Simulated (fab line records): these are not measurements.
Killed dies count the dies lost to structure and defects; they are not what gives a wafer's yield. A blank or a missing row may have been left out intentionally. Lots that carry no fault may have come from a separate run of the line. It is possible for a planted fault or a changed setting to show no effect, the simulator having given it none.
What tool caused it?	flow sky130	24 lots, 72 wafers sampled, at 3 steps of a route of 708

== WHAT EACH GAUGE READ, for each wafer ==
SKY_METAL2_OVL_MEAS_16. Usual: METAL2_OVL 0 nm, standard deviation 4.1.
lot	measured	on	METAL2_OVL (nm)	flag
L074	day 35 05:11	overlay-02	3 2 -1	
L075	day 35 09:59	overlay-01	-4 -6 -6	
L077	day 36 08:04	overlay-02	3 0 8	
L076	day 36 08:25	overlay-02	-6 -5 -5	
L078	day 36 15:59	overlay-02	-3 0 0	
L079	day 37 14:38	overlay-02	2 2 4	
L080	day 37 15:17	overlay-02	-5 -9 -5	
L081	day 37 15:38	overlay-01	2 -2 8	
L082	day 37 21:17	overlay-02	-6 1 -5	
L083	day 38 14:02	overlay-02	6 0 4	
L084	day 38 16:47	overlay-01	3 4 0	
L085	day 38 23:19	overlay-02	-3 -3 -2	
L087	day 39 17:10	overlay-01	-3 1 1	
L086	day 39 19:23	overlay-01	4 2 1	
L088	day 39 23:58	overlay-01	1 -6 2	
L090	day 40 17:34	overlay-02	5 0 3	
L089	day 40 18:11	overlay-02	7 3 5	
L091	day 40 20:05	overlay-01	-3 -5 -9	
L093	day 41 00:36	overlay-01	2 -4 -1	
L092	day 41 01:32	overlay-02	2 -2 0	
L094	day 41 05:11	overlay-01	4 1 -2	
L096	day 41 20:23	overlay-02	-1 -3 4	
L095	day 41 21:02	overlay-02	-1 -5 -5	
L097	day 42 01:44	overlay-01	1 5 0	

SKY_VIA2_CD_MEAS_12: the cd target is 200 nm. Usual: 200.2 nm for cd-nm, sd 1.2.
lot	measured	on	cd-nm (nm)	flag
L074	day 36 10:24	cd-sem-01	201.5 201.0 201.5	
L075	day 36 12:34	cd-sem-02	200.3 199.4 200.4	
L077	day 37 11:09	cd-sem-02	199.9 199.8 198.8	
L076	day 37 11:28	cd-sem-02	199.5 199.6 199.5	
L078	day 37 20:06	cd-sem-02	199.6 202.5 201.3	
L079	day 38 17:38	cd-sem-02	199.2 198.8 198.0	
L080	day 38 18:01	cd-sem-02	200.1 200.7 199.8	
L081	day 38 18:42	cd-sem-02	199.7 201.0 198.5	
L082	day 39 00:25	cd-sem-02	201.5 201.6 200.4	
L083	day 39 16:21	cd-sem-02	201.3 201.7 201.5	
L084	day 39 18:34	cd-sem-02	199.5 199.1 200.2	
L085	day 40 03:43	cd-sem-02	201.2 201.8 201.1	
L087	day 40 19:11	cd-sem-02	198.7 199.6 199.3	
L086	day 40 21:16	cd-sem-02	202.6 202.1 202.2	
L088	day 41 01:40	cd-sem-02	201.7 202.4 201.3	
L090	day 41 18:44	cd-sem-02	200.5 200.5 199.7	
L089	day 41 19:54	cd-sem-02	199.2 198.8 198.9	
L091	day 41 21:15	cd-sem-02	201.8 200.2 200.3	
L093	day 42 01:44	cd-sem-01	198.1 198.2 197.2	
L092	day 42 02:16	cd-sem-01	199.8 199.7 201.1	
L094	day 42 06:19	cd-sem-01	199.2 198.9 198.8	
L096	day 42 21:18	cd-sem-02	198.8 199.8 197.4	
L095	day 42 21:22	cd-sem-01	201.8 201.2 200.2	
L097	day 43 02:18	cd-sem-02	199.5 199.1 199.5	

== WHAT TOOL EACH LOT RAN ON (gives the tool, then ch and the chambers of the sampled wafers, and finally the start) ==
lot	SKY_VIA1_CVD_21
L074	cvd-w-01 ch 1, day 34 01:14
L075	cvd-w-01 ch 1, day 34 06:28
L077	cvd-w-01 ch 0,1, day 34 22:36
L076	cvd-w-02 ch 0,1, day 34 22:55
L078	cvd-w-02 ch 0,1, day 35 16:25
L079	cvd-w-01 ch 0,1, day 36 11:40
L080	cvd-w-01 ch 0,1, day 36 12:31
L081	cvd-w-02 ch 0,1, day 36 12:38
L082	cvd-w-01 ch 0,1, day 36 19:07
L083	cvd-w-01 ch 0,1, day 37 11:04
L084	cvd-w-02 ch 0,1, day 37 13:50
L085	cvd-w-01 ch 0,1, day 37 20:49
L087	cvd-w-02 ch 0,1, day 38 16:13
L086	cvd-w-02 ch 0,1, day 38 18:09
L088	cvd-w-02 ch 0,1, day 38 21:59
L090	cvd-w-01 ch 0,1, day 39 16:11
L089	cvd-w-02 ch 0,1, day 39 16:53
L091	cvd-w-01 ch 0,1, day 39 18:57
L093	cvd-w-02 ch 0,1, day 39 23:07
L092	cvd-w-02 ch 0,1, day 39 23:35
L094	cvd-w-01 ch 0,1, day 40 04:16
L096	cvd-w-02 ch 0,1, day 40 19:26
L095	cvd-w-02 ch 0,1, day 40 19:58
L097	cvd-w-01 ch 0,1, day 41 01:34
- SKY_VIA1_CVD_21: deposits W, target thk 270 nm, time 80.902 s.

== WHAT THE TOOLS THEMSELVES READ (means of the sampled wafers that have a number; where no wafer has one, the mark that the record gives instead) ==
SKY_VIA1_CVD_21. Usual: 775 W for heater-power-w, sd 65.
lot	tool	heater-power-w (W)	flag
L074	cvd-w-01	716	
L075	cvd-w-01	731	
L077	cvd-w-01	828	
L076	cvd-w-02	738	
L078	cvd-w-02	740	
L079	cvd-w-01	788	
L080	cvd-w-01	782	
L081	cvd-w-02	743	
L082	cvd-w-01	778	
L083	cvd-w-01	839	
L084	cvd-w-02	736	
L085	cvd-w-01	777	
L087	cvd-w-02	778	
L086	cvd-w-02	740	
L088	cvd-w-02	730	
L090	cvd-w-01	771	
L089	cvd-w-02	741	
L091	cvd-w-01	799	
L093	cvd-w-02	769	
L092	cvd-w-02	731	
L094	cvd-w-01	787	
L096	cvd-w-02	731	
L095	cvd-w-02	775	
L097	cvd-w-01	767	

== THE ANSWER, worked out from the rows above alone ==
Rule: a lot is off if the mean of its wafers that have a number lies more than 3 standard deviations from the usual mean. A lot without any number at a reading at which 4 lots or more have one is off too. The other lots that the step has rows for count as sound. The gauges are gone through in route order, then the tools' own readings, and for those a lot's mean is taken as printed above. At the first step where some lot is off, the reading lying furthest off is the one used; lots without a number count as furthest.
Nothing can be told from this: no lot is off at any reading shown.

== WHAT HAD BEEN PUT IN BY THE SIMULATOR ==
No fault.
